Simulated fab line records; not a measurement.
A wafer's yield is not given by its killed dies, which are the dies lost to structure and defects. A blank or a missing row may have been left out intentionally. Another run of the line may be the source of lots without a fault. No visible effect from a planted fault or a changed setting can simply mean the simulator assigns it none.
fab line records    flow gf180mcu
record lots=13  wafers=39  last-day=34
route steps=602 shown HV_LDD@180 M4@472 V4@491
lots that met no fault: taken from a fault-free run of the same line
start-h: start of the lot's first displayed wafer, in hours after the record's first day    wait-h: how many hours have passed since the lot's step before this one    " as in the row above    L1.1+2: several wafers, shown together as one row    - no value present, or no start provided    * or withheld: withheld    < > ~ a bound
route shown NAME@n: NAME is a module with steps in the file, n the number in the route of the first one    usual: mean/standard deviation of fault-free wafers    same: alike in all rows    chamber/n: place in a boat    sites: per-site readings    _std_site: the standard deviation of these    _edge_site: inner sites' mean taken away from outer sites' mean    radius-mm: how far each site lies from the wafer's centre    mask NAME#n: copy n    behind: the last tool/chamber to shape the wafer    hold: what put the lot on hold/how long, in hours/how the hold closed    device: names the non-switching transistor (n, p or np)    end of line: the same wafers' tests at the end of the route    a step given without rows: its recipe and nothing more    killed: dies that structure and defects cost at the first sort, which is not the same as the wafer's yield    map: a wafer's dies, marking killed ones x, the rest . and places with no die _
set.NAME: the run value of the setting; set.NAME@STEP: its run value at that earlier step    model.NAME: the simulator's own value behind a step, which no gauge read
the route's steps for a sample of lots (tables are steps, rows are wafers)
services: the hour from which a tool's chamber was out of use, counted from the record's first day as start-h (under 0 if before that day), plus the number of hours and why
## steps
# step GF_HV_LDD_EXPOSE_04
# recipe mask-id=Nplus_LV_AREA  target-cd-nm=400  na=0.6  source-shape=conventional  sigma-outer=0.6  dose-mj=140
# usual reticle-temp-C=23.02/0.1
lot.wafer  tool              chamber  start-h  wait-h  mask                reticle-temp-C
L592.2     iline-stepper-01  0        207.58   -       Nplus_LV_AREA#0     23.27
L592.3     "                 0        "        "       Nplus_LV_AREA#0     23.25
L592.6     "                 0        "        "       Nplus_LV_AREA#0     23.20
L593.2     iline-stepper-02  0        217.47   -       Nplus_LV_AREA#0     23.07
L593.4     "                 0        "        "       Nplus_LV_AREA#0     23.10
L593.5     "                 0        "        "       Nplus_LV_AREA#0     23.06
L594.1     iline-stepper-02  0        222.29   -       Nplus_LV_AREA#0     23.17
L594.3     "                 0        "        "       Nplus_LV_AREA#0     23.06
L594.5     "                 0        "        "       Nplus_LV_AREA#0     22.98
L595.2     iline-stepper-02  0        236.09   -       Nplus_LV_AREA#0     22.76
L595.4     "                 0        "        "       Nplus_LV_AREA#0     23.01
L595.5     "                 0        "        "       Nplus_LV_AREA#0     22.90
L597.1     iline-stepper-02  0        245.89   -       Nplus_LV_AREA#0     23.21
L597.3     "                 0        "        "       Nplus_LV_AREA#0     23.16
L597.6     "                 0        "        "       Nplus_LV_AREA#0     23.20
L598.2     iline-stepper-01  0        253.58   -       Nplus_LV_AREA#0     23.05
L598.3     "                 0        "        "       Nplus_LV_AREA#0     22.89
L598.5     "                 0        "        "       Nplus_LV_AREA#0     23.09
L599.3     iline-stepper-02  0        256.47   -       Nplus_LV_AREA#0     22.90
L599.4     "                 0        "        "       Nplus_LV_AREA#0     22.90
L599.6     "                 0        "        "       Nplus_LV_AREA#0     22.78
L607.3     iline-stepper-02  0        313.60   -       Nplus_LV_AREA_R1#0  22.95
L607.5     "                 0        "        "       Nplus_LV_AREA_R1#0  22.89
L607.6     "                 0        "        "       Nplus_LV_AREA_R1#0  23.18
L610.1     iline-stepper-02  0        346.67   -       Nplus_LV_AREA#0     23.17
L610.3     "                 0        "        "       Nplus_LV_AREA#0     23.23
L610.4     "                 0        "        "       Nplus_LV_AREA#0     23.12
L612.2     iline-stepper-02  0        354.38   -       Nplus_LV_AREA#0     23.14
L612.4     "                 0        "        "       Nplus_LV_AREA#0     22.98
L612.5     "                 0        "        "       Nplus_LV_AREA#0     23.00
L613.2     iline-stepper-02  0        360.28   -       Nplus_LV_AREA#0     22.86
L613.3     "                 0        "        "       Nplus_LV_AREA#0     22.88
L613.5     "                 0        "        "       Nplus_LV_AREA#0     23.09
L614.2     iline-stepper-02  0        369.69   -       Nplus_LV_AREA#0     23.10
L614.3     "                 0        "        "       Nplus_LV_AREA#0     23.09
L614.5     "                 0        "        "       Nplus_LV_AREA#0     22.96
L615.1     iline-stepper-02  0        375.56   -       Nplus_LV_AREA#0     23.05
L615.2     "                 0        "        "       Nplus_LV_AREA#0     23.11
L615.3     "                 0        "        "       Nplus_LV_AREA#0     22.97
# step GF_HV_LDD_CD_MEAS_07
# recipe target-cd-nm=400
# usual cd-nm=399.8/1.9
lot.wafer  tool       chamber  start-h  wait-h  cd-nm
L592.2     cd-sem-02  -        216.01   0.1     403.0
L592.3     "          -        "        "       398.1
L592.6     "          -        "        "       399.8
L593.2     cd-sem-02  -        226.54   0.1     398.2
L593.4     "          -        "        "       398.1
L593.5     "          -        "        "       398.9
L594.1     cd-sem-02  -        230.97   0.1     402.3
L594.3     "          -        "        "       398.6
L594.5     "          -        "        "       400.9
L595.2     cd-sem-02  -        245.36   0.2     402.8
L595.4     "          -        "        "       403.8
L595.5     "          -        "        "       402.4
L597.1     cd-sem-02  -        254.99   0.1     400.5
L597.3     "          -        "        "       401.4
L597.6     "          -        "        "       400.2
L598.2     cd-sem-01  -        263.26   0.1     395.7
L598.3     "          -        "        "       397.7
L598.5     "          -        "        "       396.6
L599.3     cd-sem-02  -        266.13   0.1     399.6
L599.4     "          -        "        "       399.1
L599.6     "          -        "        "       399.4
L607.3     cd-sem-01  -        323.90   0.1     321.0
L607.5     "          -        "        "       320.8
L607.6     "          -        "        "       321.1
L610.1     cd-sem-01  -        357.78   0.1     399.1
L610.3     "          -        "        "       396.6
L610.4     "          -        "        "       398.8
L612.2     cd-sem-02  -        364.54   0.1     401.0
L612.4     "          -        "        "       400.7
L612.5     "          -        "        "       401.7
L613.2     cd-sem-01  -        371.55   0.1     399.2
L613.3     "          -        "        "       399.6
L613.5     "          -        "        "       397.6
L614.2     cd-sem-02  -        380.85   0.1     401.1
L614.3     "          -        "        "       401.6
L614.5     "          -        "        "       400.3
L615.1     cd-sem-02  -        386.31   0.1     401.9
L615.2     "          -        "        "       400.1
L615.3     "          -        "        "       400.0
# step GF_M4_METAL_ETCH_16
# recipe chemistry=Cl2/BCl3  mask-material=KrF  target-depth-nm=750.8  stop-on=SiO2  pressure-mtorr=8  icp-w=800  bias-w=140  Cl2_flow_sccm=80  bcl3-flow-sccm=40  time-s=125.1
# usual drypump-motor-current-A=5.3/0.4  oes-product-au=0.991/0.0053  throttle-valve-pct=28.227/0.0098
lot.wafer  tool          chamber  start-h  wait-h  drypump-motor-current-A  oes-product-au  rf-hours-counter-h  throttle-valve-pct
L592.2     rie-metal-04  1        538.82   0.0     5.4                      0.987           7                   28.237
L592.3     "             1        "        "       5.4                      0.989           -                   28.219
L592.6     "             0        "        "       5.8                      0.996           -                   28.225
L593.2     rie-metal-04  1        547.28   0.0     5.3                      0.994           7                   28.247
L593.4     "             1        "        "       5.3                      0.980           -                   28.247
L593.5     "             0        "        "       5.8                      0.993           -                   28.234
L594.1     rie-metal-04  0        555.84   0.0     5.8                      0.989           10                  28.220
L594.3     "             0        "        "       5.8                      0.995           -                   28.230
L594.5     "             1        "        "       5.4                      0.978           -                   28.231
L595.2     rie-metal-01  0        569.53   0.0     5.0                      0.994           2                   28.217
L595.4     "             1        "        "       5.9                      0.997           -                   28.228
L595.5     "             1        "        "       5.9                      0.992           -                   28.213
L597.1     rie-metal-01  1        582.42   0.0     5.9                      0.989           12                  28.216
L597.3     "             1        "        "       5.9                      0.982           -                   28.246
L597.6     "             0        "        "       5.0                      1.001           -                   28.227
L598.2     rie-metal-01  1        591.43   0.0     5.9                      0.995           13                  28.229
L598.3     "             0        "        "       5.0                      0.990           -                   28.231
L598.5     "             0        "        "       5.0                      0.987           -                   28.226
L599.3     rie-metal-02  0        595.48   0.1     5.1                      0.985           -                   28.240
L599.4     "             1        "        "       4.8                      0.991           -                   28.240
L599.6     "             0        "        "       5.1                      0.979           -                   28.233
L607.3     rie-metal-04  1        655.33   0.1     5.4                      0.988           -                   28.216
L607.5     "             0        "        "       5.7                      0.986           -                   28.216
L607.6     "             1        "        "       5.4                      0.986           -                   28.244
L610.1     rie-metal-02  1        686.43   0.0     4.8                      0.977           12                  28.214
L610.3     "             0        "        "       5.1                      0.997           -                   28.231
L610.4     "             1        "        "       4.8                      0.995           -                   28.239
L612.2     rie-metal-04  1        694.06   0.1     5.4                      0.996           -                   28.224
L612.4     "             1        "        "       5.3                      0.985           -                   28.224
L612.5     "             1        "        "       5.4                      0.999           -                   28.233
L613.2     rie-metal-02  1        695.68   0.0     4.8                      0.993           13                  28.218
L613.3     "             0        "        "       5.1                      0.988           -                   28.238
L613.5     "             0        "        "       5.1                      0.997           -                   28.228
L614.2     rie-metal-02  0        703.78   0.0     5.1                      0.987           2                   28.220
L614.3     "             0        "        "       5.1                      0.991           -                   28.220
L614.5     "             1        "        "       4.8                      0.991           -                   28.238
L615.1     rie-metal-04  1        710.53   0.0     5.4                      0.992           14                  28.221
L615.2     "             0        "        "       5.8                      0.997           0                   28.226
L615.3     "             1        "        "       5.4                      1.000           -                   28.228
# step GF_V4_OVL_MEAS_15
# usual V4_OVL=0/5.4
lot.wafer  tool        chamber  start-h  wait-h  V4_OVL[nm]
L592.2     overlay-01  -        562.74   0.1     2
L592.3     "           -        "        "       -9
L592.6     "           -        "        "       -2
L593.2     overlay-01  -        570.71   0.1     1
L593.4     "           -        "        "       -7
L593.5     "           -        "        "       0
L594.1     overlay-01  -        579.55   0.1     0
L594.3     "           -        "        "       -2
L594.5     "           -        "        "       -4
L595.2     overlay-02  -        592.24   0.1     0
L595.4     "           -        "        "       -1
L595.5     "           -        "        "       -8
L597.1     overlay-02  -        605.85   0.1     -4
L597.3     "           -        "        "       -6
L597.6     "           -        "        "       -4
L598.2     overlay-02  -        613.19   0.1     7
L598.3     "           -        "        "       -2
L598.5     "           -        "        "       3
L599.3     overlay-02  -        616.90   0.1     4
L599.4     "           -        "        "       -10
L599.6     "           -        "        "       -10
L607.3     overlay-02  -        675.99   0.1     0
L607.5     "           -        "        "       6
L607.6     "           -        "        "       2
L610.1     overlay-01  -        706.88   0.1     -3
L610.3     "           -        "        "       1
L610.4     "           -        "        "       4
L612.2     overlay-01  -        713.86   0.1     2
L612.4     "           -        "        "       -7
L612.5     "           -        "        "       1
L613.2     overlay-02  -        715.33   0.1     5
L613.3     "           -        "        "       13
L613.5     "           -        "        "       7
L614.2     overlay-02  -        723.38   0.1     7
L614.3     "           -        "        "       3
L614.5     "           -        "        "       1
L615.1     overlay-02  -        729.78   0.1     -4
L615.2     "           -        "        "       -3
L615.3     "           -        "        "       -5
# step GF_V4_SPUTTER_21
# recipe material=Ti  target-thk-nm=15  chamber-pressure-pa=5  power-w=2500  substrate-temp-c=200  time-s=80.02
# usual throttle-valve-pct=30.3/1.1
lot.wafer  tool            chamber  start-h  wait-h  throttle-valve-pct
L592.2     pvd-sputter-04  -        563.43   0.0     32.2
L592.3     "               -        "        "       31.2
L592.6     "               -        "        "       31.4
L593.2     pvd-sputter-04  -        571.49   0.0     32.3
L593.4     "               -        "        "       29.8
L593.5     "               -        "        "       29.4
L594.1     pvd-sputter-03  -        580.25   0.0     30.5
L594.3     "               -        "        "       29.5
L594.5     "               -        "        "       29.5
L595.2     pvd-sputter-03  -        592.93   0.0     31.6
L595.4     "               -        "        "       29.5
L595.5     "               -        "        "       29.4
L597.1     pvd-sputter-03  -        606.55   0.0     29.9
L597.3     "               -        "        "       29.4
L597.6     "               -        "        "       29.6
L598.2     pvd-sputter-03  -        613.91   0.0     29.7
L598.3     "               -        "        "       30.6
L598.5     "               -        "        "       31.7
L599.3     pvd-sputter-03  -        617.62   0.0     30.7
L599.4     "               -        "        "       29.9
L599.6     "               -        "        "       30.4
L607.3     pvd-sputter-02  -        676.68   0.0     29.1
L607.5     "               -        "        "       28.4
L607.6     "               -        "        "       30.5
L610.1     pvd-sputter-04  -        707.58   0.0     31.5
L610.3     "               -        "        "       30.1
L610.4     "               -        "        "       31.9
L612.2     pvd-sputter-03  -        714.55   0.0     30.6
L612.4     "               -        "        "       29.8
L612.5     "               -        "        "       30.8
L613.2     pvd-sputter-04  -        716.12   0.0     32.0
L613.3     "               -        "        "       31.9
L613.5     "               -        "        "       31.3
L614.2     pvd-sputter-03  -        724.51   0.0     30.7
L614.3     "               -        "        "       31.9
L614.5     "               -        "        "       30.8
L615.1     pvd-sputter-04  -        730.57   0.0     31.6
L615.2     "               -        "        "       31.9
L615.3     "               -        "        "       30.0
## services
tool              chamber  start-h  hours  kind
iline-stepper-02  -        196.87   2.7    repair
pvd-sputter-04    -        238.58   10.1   repair
iline-stepper-02  -        240.30   1.7    pm
rie-metal-04      -        292.27   14.6   pm
rie-metal-04      -        311.94   28.1   pm
pvd-sputter-03    -        314.40   10.5   repair
pvd-sputter-03    -        389.09   3.5    repair
pvd-sputter-04    -        403.45   2.7    repair
iline-stepper-02  -        404.39   3.1    repair
pvd-sputter-03    -        421.16   0.5    repair
pvd-sputter-03    -        425.90   5.0    repair
iline-stepper-02  -        446.52   8.4    repair
pvd-sputter-04    -        447.13   9.4    repair
iline-stepper-02  -        458.48   1.7    pm
pvd-sputter-04    -        475.97   1.0    repair
iline-stepper-02  -        493.48   4.4    pm
iline-stepper-02  -        503.41   5.5    repair
pvd-sputter-04    -        505.59   2.3    repair
iline-stepper-02  -        543.88   2.1    pm
pvd-sputter-03    -        629.47   0.8    repair
pvd-sputter-03    -        651.23   26.2   repair
iline-stepper-02  -        676.66   1.7    pm
pvd-sputter-03    -        690.84   5.2    repair
pvd-sputter-03    -        727.15   2.4    repair
## key
first-sign step=GF_HV_LDD_EXPOSE_04  reading=mask  direction=changed
effect step=GF_HV_LDD_CD_MEAS_07  reading=cd-nm  direction=down  sigmas=42  usual=399.8  struck=321.0
met-at GF_HV_LDD_EXPOSE_04
struck-lots L607
tester-left-out L607
not-acting-at GF_M4_METAL_ETCH_16,GF_V4_OVL_MEAS_15,GF_V4_SPUTTER_21
onset-between 256.47 313.60
fault kind=wrong-mask  tool=any  chamber=-  onset-h=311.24  steps=GF_HV_LDD_EXPOSE_04  aux-copy=Nplus_LV_AREA_R1#0  cd-offset-nm=-80  scope=struck-lots-only
# tester-left-out: of these lots the tester's yield and bins aren't shown, on N5 and GAA mostly nor the transistor test; their killed dies are dies lost to structure and defects alone, not to doping, threshold or leakage, so they don't give the yield
